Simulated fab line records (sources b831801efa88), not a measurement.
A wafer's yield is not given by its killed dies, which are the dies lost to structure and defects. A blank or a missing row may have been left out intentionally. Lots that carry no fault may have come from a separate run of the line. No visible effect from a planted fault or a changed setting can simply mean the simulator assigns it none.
Matching of chambers + flow sky130 + cmp-01 running SKY_VIA4_CMP_21: 4 sister chambers
The step polishes, stops on SiO2, t overpolish 25 s, target thk 0 nm. 18 wafers are shown with their chamber, then 9 later ones without.

WAFERS, EACH WITH ITS CHAMBER
| wafer  | chamber | motor_current_A (A) | time_to_endpoint_s (s) | slurry_filter_dp_kPa (kPa) |
|--------|---------|---------------------|------------------------|----------------------------|
| L428.1 | 0       | 10.5                | 126                    | 13.48                      |
| L428.3 | 1       | 9.9                 | 117                    | 13.61                      |
| L428.6 | 2       | 10.8                | 115                    | 13.35                      |
| L431.2 | 2       | 10.5                | 120                    | 13.50                      |
| L431.4 | 1       | 9.9                 | 118                    | 13.48                      |
| L431.6 | 0       | 10.3                | 130                    | 13.49                      |
| L433.2 | 2       | 10.6                | 114                    | 13.46                      |
| L433.3 | 1       | 9.8                 | 113                    | 13.63                      |
| L433.6 | 2       | 11.7                | 114                    | 13.70                      |
| L434.2 | 2       | 11.5                | 119                    | 13.62                      |
| L434.5 | 1       | 10.1                | 117                    | 13.42                      |
| L434.6 | 2       | 11.3                | 112                    | 13.61                      |
| L435.2 | 3       | 12.7                | 119                    | 13.46                      |
| L435.3 | 2       | 11.4                | 117                    | 13.55                      |
| L435.6 | 2       | 11.9                | 114                    | 13.45                      |
| L436.1 | 2       | 11.4                | 120                    | 13.59                      |
| L436.2 | 0       | 10.6                | 130                    | 13.33                      |
| L436.3 | 1       | 10.1                | 117                    | 13.43                      |

SIGNATURES, as means of the wafers listed above
| reading              | chamber 0 | chamber 1 | chamber 2 | chamber 3 | scatter within a chamber |
|----------------------|-----------|-----------|-----------|-----------|--------------------------|
| motor_current_A      | 10.467    | 9.960     | 11.233    | 12.700    | 0.382                    |
| time_to_endpoint_s   | 128.67    | 116.40    | 116.11    | 119.00    | 2.63                     |
| slurry_filter_dp_kPa | 13.4333   | 13.5140   | 13.5367   | 13.4600   | 0.103                    |
Rule: distance of a wafer from a chamber = root of the sum over the readings of ((wafer's reading minus chamber's mean) / reading's scatter) squared. The wafer belongs to the nearest chamber; if the next one is less than 2 further off, it can't be placed. How the scatter is found: for the shown wafers, subtract from each reading the mean of its chamber, square and add these, divide the total by (wafers less chambers), then take the root.

WAFERS WITHOUT THEIR CHAMBER
| wafer  | motor_current_A (A) | time_to_endpoint_s (s) | slurry_filter_dp_kPa (kPa) |
|--------|---------------------|------------------------|----------------------------|
| L438.1 | 13.4                | 121                    | 13.37                      |
| L438.2 | 11.1                | 115                    | 13.82                      |
| L438.3 | 9.8                 | 116                    | 13.40                      |
| L445.2 | 9.8                 | 120                    | 13.27                      |
| L445.3 | 11.4                | 118                    | 13.68                      |
| L445.5 | 11.4                | 118                    | 13.29                      |
| L451.1 | 10.0                | 117                    | 13.41                      |
| L451.3 | 10.9                | 132                    | 13.54                      |
| L451.6 | 11.3                | 120                    | 13.41                      |

CHAMBER TAKEN BY EACH
| wafer  | from the rows above          | in truth |
|--------|------------------------------|----------|
| L438.1 | 3                            | 3        |
| L438.2 | can't be placed: 2 or 1      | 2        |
| L438.3 | 1                            | 1        |
| L445.2 | can't be placed: 1 or 0      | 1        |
| L445.3 | 2                            | 2        |
| L445.5 | can't be placed: 2 or 3 or 1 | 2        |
| L451.1 | 1                            | 1        |
| L451.3 | 0                            | 0        |
| L451.6 | can't be placed: 2 or 3 or 1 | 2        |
Correctly placed: 5 of 9. Not placeable from these rows: 4 (in 4, the candidates include the true chamber). Number placed wrongly: 0.
